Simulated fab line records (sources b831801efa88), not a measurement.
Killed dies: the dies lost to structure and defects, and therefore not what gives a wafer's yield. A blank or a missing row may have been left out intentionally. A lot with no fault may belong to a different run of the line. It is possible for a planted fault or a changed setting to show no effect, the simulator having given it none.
A single fault, viewed from 2 desks | flow gf180mcu | numbers are kept per desk, each desk with only its own; the story behind them comes last

## FROM THE METROLOGY DESK
Means of the sampled wafers that have a number, per lot and without regard to the tool the lot ran on: this is what the gauges read. A lot is out of limits, marked OUT, if its mean lies more than 4 standard deviations from the usual mean; the brackets give that distance.
Columns: A = VT_IMPLANT_TW at GF_VT_IMPLANT_TW_MEAS_10, usual 566; B = NWELL_RS at GF_VT_IMPLANT_RS_MEAS_47, usual 488.0 ohm/sq; C = HV_LDD_3_TW at GF_HV_LDD_TW_MEAS_38, usual 1448; D = HV_LDD_RS at GF_HV_LDD_RS_MEAS_53, usual 418.5 ohm/sq; E = NSD_OVL at GF_NSD_OVL_MEAS_08, usual -0.7 nm
lot  | first seen here | A   | B     | C              | D               | E
L578 | day 5 23:22     | 568 | 488.0 | 1441           | 417.2           | 0.1
L579 | day 6 03:14     | 559 | 487.7 | 1446           | 419.1           | -1.5
L580 | day 6 09:15     | 570 | 486.6 | 1445           | 419.0           | -2.7
L583 | day 7 04:47     | 567 | 488.4 | 1442           | 416.9           | -0.8
L584 | day 7 10:56     | 575 | 486.6 | 1458           | 417.3           | -1.9
L586 | day 7 23:20     | 561 | 487.7 | 1459           | 419.6           | -0.1
L587 | day 8 05:39     | 570 | 489.1 | 1460           | 417.8           | 1.8
L588 | day 8 09:39     | 564 | 489.1 | 1433           | 418.3           | 1.6
L589 | day 8 17:41     | 563 | 490.7 | 1448           | 418.8           | -0.5
L592 | day 9 11:49     | 557 | 487.5 | 1436           | 419.0           | -0.9
L593 | day 9 18:25     | 557 | 486.5 | 1440           | 418.4           | 0.0
L595 | day 10 05:51    | 572 | 486.4 | 1822 (+34) OUT | 354.0 (-65) OUT | -0.1
L596 | day 10 10:31    | 565 | 487.4 | 1818 (+34) OUT | 354.1 (-65) OUT | -0.2
This desk's result: L595, L596 out of limits, first on L595 (HV_LDD_3_TW at GF_HV_LDD_TW_MEAS_38), day 17 14:04. L578, L579, L580, L583, L584, L586, L587, L588, L589, L592, L593: within limits.

## THE TOOL OWNER'S DESK: implanter-04
For each lot that ran on this tool, the mean over its sampled wafers that have a number, from the tool's own readings at GF_HV_LDD_IMPLANT_36. A lot is out of limits, marked OUT, if its mean lies more than 4 standard deviations from the usual mean; the brackets give that distance.
Columns: A = beam energy keV at GF_HV_LDD_IMPLANT_36, usual 60.004; B = beam on s at GF_HV_LDD_IMPLANT_36, usual 9.99 s; C = dose ions cm2 at GF_HV_LDD_IMPLANT_36, usual 7.497e+12; D = faraday current uA at GF_HV_LDD_IMPLANT_36, usual 42.4
lot  | first seen here | A      | B     | C                           | D
L584 | day 13 21:50    | 60.017 | 9.88  | 7.499e+12                   | 42.8
L586 | day 14 12:15    | 59.993 | 9.93  | 7.495e+12                   | 42.6
L589 | day 15 15:30    | 60.022 | 9.82  | 7.492e+12                   | 43.0
L592 | day 16 11:06    | 60.015 | 9.93  | 7.501e+12                   | 42.6
L595 | day 17 13:50    | 59.989 | 10.07 | 3.691e+13 (+99 or more) OUT | 207.1 (+99 or more) OUT
L596 | day 17 17:43    | 60.008 | 9.84  | 3.691e+13 (+99 or more) OUT | 211.9 (+99 or more) OUT
This desk finds L595, L596 out of limits, L595 being first, at day 17 13:50 (dose ions cm2 at GF_HV_LDD_IMPLANT_36). L584, L586, L589, L592: within limits.

## TAKEN TOGETHER
On L595, L596, at day 17 13:50, an alarm was possible from the tool owner's desk.
Metrology desk: alarm possible at day 17 14:04 on L595, L596.
Of the lots named, all ran GF_HV_LDD_IMPLANT_36 on implanter-04.

## WHAT HAD BEEN PUT IN BY THE SIMULATOR
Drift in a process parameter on implanter-04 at GF_HV_LDD_IMPLANT_36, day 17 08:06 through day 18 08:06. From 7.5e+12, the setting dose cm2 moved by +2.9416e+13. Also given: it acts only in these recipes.
Shown lots that were struck: L595, L596.
Counting hours from when the fault started, the first reading out of limits came at 6 for the tool owner's desk and at 6 for the metrology desk.
